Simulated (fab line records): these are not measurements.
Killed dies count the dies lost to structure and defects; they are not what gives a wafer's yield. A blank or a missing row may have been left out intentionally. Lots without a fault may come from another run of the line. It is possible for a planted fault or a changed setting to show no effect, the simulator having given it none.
Matching of chambers ; flow gf180mcu ; 4 sister chambers for GF_V4_ETCH_16 on rie-diel-04
The step etches BARC in N2/H2. 16 wafers are shown with their chamber, then 8 later ones without.

## WAFERS PAIRED WITH THEIR CHAMBERS
wafer;chamber;drypump-motor-current-A (A);throttle-valve-pct (%);oes-product-au (a.u.)
L686.3;0;4.8;13.227;0.862
L686.4;2;5.9;13.225;0.861
L686.5;1;6.0;13.219;0.863
L689.1;1;5.9;13.220;0.863
L689.2;2;5.8;13.218;0.854
L689.3;0;4.8;13.236;0.860
L690.1;3;6.2;13.212;0.863
L690.2;2;5.8;13.206;0.858
L690.6;0;4.9;13.229;0.855
L692.1;0;4.8;13.224;0.850
L692.2;2;5.8;13.240;0.854
L692.4;3;6.2;13.211;0.860
L698.3;1;6.0;13.225;0.848
L698.4;0;4.8;13.227;0.856
L698.5;3;6.2;13.229;0.857
L700.1;1;6.0;13.218;0.848

SIGNATURES (means of the wafers above)
reading;chamber 0;chamber 1;chamber 2;chamber 3;scatter within a chamber
drypump-motor-current-A;4.820;5.975;5.825;6.200;0.0438
throttle-valve-pct;13.22860;13.22050;13.22225;13.21733;0.00875
oes-product-au;0.85660;0.85550;0.85675;0.86000;0.00551
Rule: for a wafer and a chamber, the distance is found by dividing, reading by reading, the gap between the wafer's reading and the chamber's mean by the reading's scatter, squaring, summing and taking the root. If the next closest chamber is less than 2 further off than the closest, the wafer can't be placed; otherwise it belongs to the closest. The scatter is the square root of a quotient: the sum, over the shown wafers, of each reading's squared deviation from its chamber's mean, divided by wafers minus chambers.

## WAFERS WITHOUT THEIR CHAMBER
wafer;drypump-motor-current-A (A);throttle-valve-pct (%);oes-product-au (a.u.)
L700.3;5.9;13.232;0.856
L700.5;4.8;13.212;0.850
L705.3;6.0;13.226;0.853
L705.4;5.8;13.222;0.853
L705.5;5.8;13.216;0.852
L706.2;5.9;13.220;0.853
L706.3;4.8;13.231;0.850
L706.5;5.9;13.240;0.865

## CHAMBER TAKEN BY EACH
wafer;from the rows above;in truth
L700.3;can't be placed: 2 or 1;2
L700.5;0;0
L705.3;1;1
L705.4;2;2
L705.5;2;2
L706.2;can't be placed: 1 or 2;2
L706.3;0;0
L706.5;can't be placed: 2 or 1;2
5 of 8 placed correctly. Not placeable from these rows: 3 (in 3, the candidates include the true chamber). 0 placed wrongly.
